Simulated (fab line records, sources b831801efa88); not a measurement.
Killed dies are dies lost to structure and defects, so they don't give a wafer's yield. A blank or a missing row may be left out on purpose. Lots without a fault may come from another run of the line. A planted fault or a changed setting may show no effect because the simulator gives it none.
A struck lot beside a sound one | flow sky130 | 18 steps out of a route of 708
Sound: wafers L161.2, L161.5, L161.6. Struck: wafers L168.2, L168.3. (L168.1 of the same lot was not struck and is left out.) The cause comes at the end.
At each step with rows: each side's tool, then ch and its chambers, then its first start. Under that, the readings that differ: sound wafers | struck wafers | difference of the means | sigmas: that difference in standard deviations of wafers without a fault.
alike: readings whose means differ by less than 2 such deviations, and words and numbers that are the same on both sides. not compared: withheld readings, readings that some wafer has no value for, bounds like >300 that may hide the same value, and numbers for which the record gives no deviation and whose values overlap.
The two part at a step that has a row with sigmas, a row that says differs or no value, or rows on one side only. Numbers that don't overlap but have no deviation are shown without sigmas and don't part them. A reading that every wafer of one side lacks parts them only if that side has two wafers or more.

first, 6 steps without rows for these wafers: SKY_LDD_N_IMPLANT_10; SKY_LDD_N_IMPLANT_11; SKY_LDD_N_IMPLANT_12; SKY_LDD_N_IMPLANT_13; SKY_LDD_N_IMPLANT_14; SKY_LDD_N_IMPLANT_15.
SKY_LDD_N_STRIP_16: strips in O2/N2.
  sound on plasma_asher-02 ch 0,1, day 20 05:19; struck on plasma_asher-03 ch 0, day 22 22:54
  alike: drypump_motor_current_A, oes_product_au, strip_time_to_endpoint_s
  not compared: rf_hours_counter_h
SKY_LDD_N_TW_MEAS_17:
  sound on film_metro-04, day 20 05:25; struck on film_metro-04, day 22 23:00
  alike: LDD_N_TW
then, 4 steps without rows for these wafers: SKY_LDD_P_DEHYDRATE_00 (time 60 s); SKY_LDD_P_HMDS_01 (prime time 60 s); SKY_LDD_P_COAT_02 (resist thk 1140 nm); SKY_LDD_P_SOFTBAKE_03 (time 60 s).
SKY_LDD_P_EXPOSE_04: exposes mask PSDM, target cd 380 nm.
  sound on iline_stepper-02 ch 0, day 20 20:32; struck on iline_stepper-01 ch 0, day 23 14:08
  alike: mask
then, 2 steps without rows for these wafers: SKY_LDD_P_PEB_05; SKY_LDD_P_DEVELOP_06 (develop time 60 s).
SKY_LDD_P_CD_MEAS_07: target cd 380 nm.
  sound on cd_sem-01, day 21 12:00; struck on cd_sem-02, day 24 04:34
  reading    | sound             | struck      | difference | sigmas
  cd_nm (nm) | 379.9 380.0 381.6 | 371.4 369.7 | -10.0      | -4
SKY_LDD_P_OVL_MEAS_08:
  sound on overlay-02, day 21 12:06; struck on overlay-02, day 24 04:41
  alike: LDD_P_OVL
-- the record jumps here: 25 days lie between the struck wafers' starts before and after (it left off in module LDD_P and takes up again in module PAD_OPEN, whose first step shown is number 708 of the route) --
SKY_PAD_OPEN_PROBE_99:
  sound on prober-02, day 47 08:35; struck on prober-02, day 49 07:51
  alike: killed_at_M0_to_M3, killed_at_M4_up, killed_at_contacts, killed_at_front_end, killed_at_other, killed_dies, killed_open, killed_short

WHERE THEY PART
Only at SKY_LDD_P_CD_MEAS_07, within this record. Later steps at which nothing parts them and some readings are alike: SKY_LDD_P_OVL_MEAS_08, SKY_PAD_OPEN_PROBE_99.

WHY: what the simulator had put in
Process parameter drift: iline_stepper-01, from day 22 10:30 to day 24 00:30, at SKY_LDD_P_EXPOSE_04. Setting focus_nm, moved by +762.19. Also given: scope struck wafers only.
